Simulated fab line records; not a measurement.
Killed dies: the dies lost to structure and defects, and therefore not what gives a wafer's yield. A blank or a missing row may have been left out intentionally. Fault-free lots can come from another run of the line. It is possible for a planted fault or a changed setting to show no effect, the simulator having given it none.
What tool caused it? ; flow sky130 ; Sampling: 6 lots, 18 wafers, 3 of 708 route steps

== WHAT EACH GAUGE READ, for each wafer ==
SKY_LOCAL_INTERCONNECT_RS_MEAS_01: uses a four-point probe to measure.
lot;measured;on;LOCAL_INTERCONNECT_TIN_RS (ohm/sq)
L328;day 30 14:39;film_metro-01;13.94 13.71 13.76
L331;day 30 18:32;film_metro-02;14.39 14.41 14.35
L335;day 32 03:48;film_metro-02;13.97 14.09 13.95
L338;day 33 06:24;film_metro-01;14.25 14.00 14.02
L342;day 34 15:29;film_metro-01;14.39 14.36 14.43
L345;day 35 11:05;film_metro-03;14.09 14.18 14.08

== WHICH TOOL RAN EACH LOT (tool, then ch and the chambers of the sampled wafers, then the start) ==
lot;SKY_LI_CONTACT_ETCH_14;SKY_LI_CONTACT_SPUTTER_20
L328;rie_diel-04 ch 1,2,3, day 30 13:21;pvd_sputter-01, day 30 13:52
L331;rie_diel-02 ch 2,3, day 30 17:18;pvd_sputter-04, day 30 17:49
L335;rie_diel-04 ch 1,2, day 32 02:16;pvd_sputter-02, day 32 02:46
L338;rie_diel-03 ch 0,2, day 33 05:09;pvd_sputter-01, day 33 05:40
L342;rie_diel-03 ch 0,1,3, day 34 14:15;pvd_sputter-01, day 34 14:46
L345;rie_diel-02 ch 0,1,2, day 35 09:51;pvd_sputter-04, day 35 10:21
- SKY_LI_CONTACT_ETCH_14: etches BARC in N2/H2, stops on SiO2, time 45.9 s, target depth 60 nm.
- SKY_LI_CONTACT_SPUTTER_20: material TiN, target thk 20 nm, time 80 s.

== THE ANSWER, worked out from the rows above alone ==
Rule: the usual values come from the lots themselves. The widest of any qualifying gaps counts: lots, ordered by their means at a reading, are off when they make up no more than a third of the lots, leave a main group of 4 or more, and stand apart from it by 3 or more times the standard deviation of that group's means. The tables above print the reading to a certain number of digits; a main group whose means all agree to those digits is not used. A lot without any number at a reading at which 4 lots or more have one is off too. All remaining lots with rows at the step are treated as sound.
Across all readings shown, no lot is off: no conclusion can be drawn from this.

== WHAT THE SIMULATOR HAD PUT IN ==
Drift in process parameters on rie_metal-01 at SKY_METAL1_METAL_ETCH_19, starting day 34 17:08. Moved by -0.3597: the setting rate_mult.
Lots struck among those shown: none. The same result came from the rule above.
